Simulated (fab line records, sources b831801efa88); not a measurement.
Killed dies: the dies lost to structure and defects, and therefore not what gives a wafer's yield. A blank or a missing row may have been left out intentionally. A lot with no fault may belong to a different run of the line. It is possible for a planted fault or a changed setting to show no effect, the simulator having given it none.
Chamber matching ; flow sky130 ; SKY_VIA2_ETCH_14 on rie_diel-04 has 4 sister chambers
The step etches BARC in N2/H2, stops on SiO2, time 45.9 s, target depth 60 nm. 14 wafers are shown with their chamber, then 7 later ones without.

== WAFERS PAIRED WITH THEIR CHAMBERS ==
wafer;chamber;throttle_valve_pct (%);bias_w (W);h2_flow_sccm (sccm)
L699.1;3;13.234;100.2;200.1
L699.2;1;13.220;100.5;199.5
L699.4;2;13.233;100.2;200.1
L698.1;1;13.221;99.1;199.3
L698.4;3;13.210;100.3;200.3
L698.6;1;13.226;99.3;199.0
L704.4;0;13.223;99.3;200.3
L704.5;3;13.227;100.1;199.9
L704.6;0;13.235;100.2;200.4
L707.1;1;13.223;99.9;200.9
L707.3;3;13.218;100.5;200.0
L707.5;1;13.216;100.1;200.1
L712.1;3;13.212;100.2;200.4
L712.4;1;13.210;99.4;200.4

SIGNATURES (averages over the wafers above)
reading;chamber 0;chamber 1;chamber 2;chamber 3;scatter within a chamber
throttle_valve_pct;13.22900;13.21933;13.23300;13.22020;0.00803
bias_w;99.750;99.717;100.200;100.260;0.441
h2_flow_sccm;200.350;199.867;200.100;200.140;0.528
Rule: for a wafer and a chamber, the distance is found by dividing, reading by reading, the gap between the wafer's reading and the chamber's mean by the reading's scatter, squaring, summing and taking the root. If the next closest chamber is less than 2 further off than the closest, the wafer can't be placed; otherwise it belongs to the closest. The scatter: take each reading less its chamber's mean, square it, sum over the shown wafers, divide by the number of wafers less the number of chambers, and take the root.

== WAFERS WITHOUT THEIR CHAMBER ==
wafer;throttle_valve_pct (%);bias_w (W);h2_flow_sccm (sccm)
L712.6;13.212;100.3;200.5
L716.1;13.237;100.1;201.3
L716.2;13.222;99.8;199.9
L716.5;13.220;99.9;200.3
L717.1;13.222;100.0;199.8
L717.3;13.225;100.0;199.2
L717.4;13.225;100.2;200.4

== THE CHAMBER EACH PASSED THROUGH ==
wafer;from the rows above;in truth
L712.6;can't be placed: 3 or 1 or 0 or 2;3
L716.1;can't be placed: 0 or 2 or 3 or 1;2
L716.2;can't be placed: 1 or 3 or 0 or 2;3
L716.5;can't be placed: 3 or 1 or 0 or 2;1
L717.1;can't be placed: 1 or 3 or 0 or 2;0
L717.3;can't be placed: 1 or 3 or 2 or 0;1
L717.4;can't be placed: 3 or 0 or 2 or 1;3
Correctly placed: 0 of 7. From these rows, 7 cannot be placed; in 7 the true chamber is one of the candidates. Placed wrongly: 0.
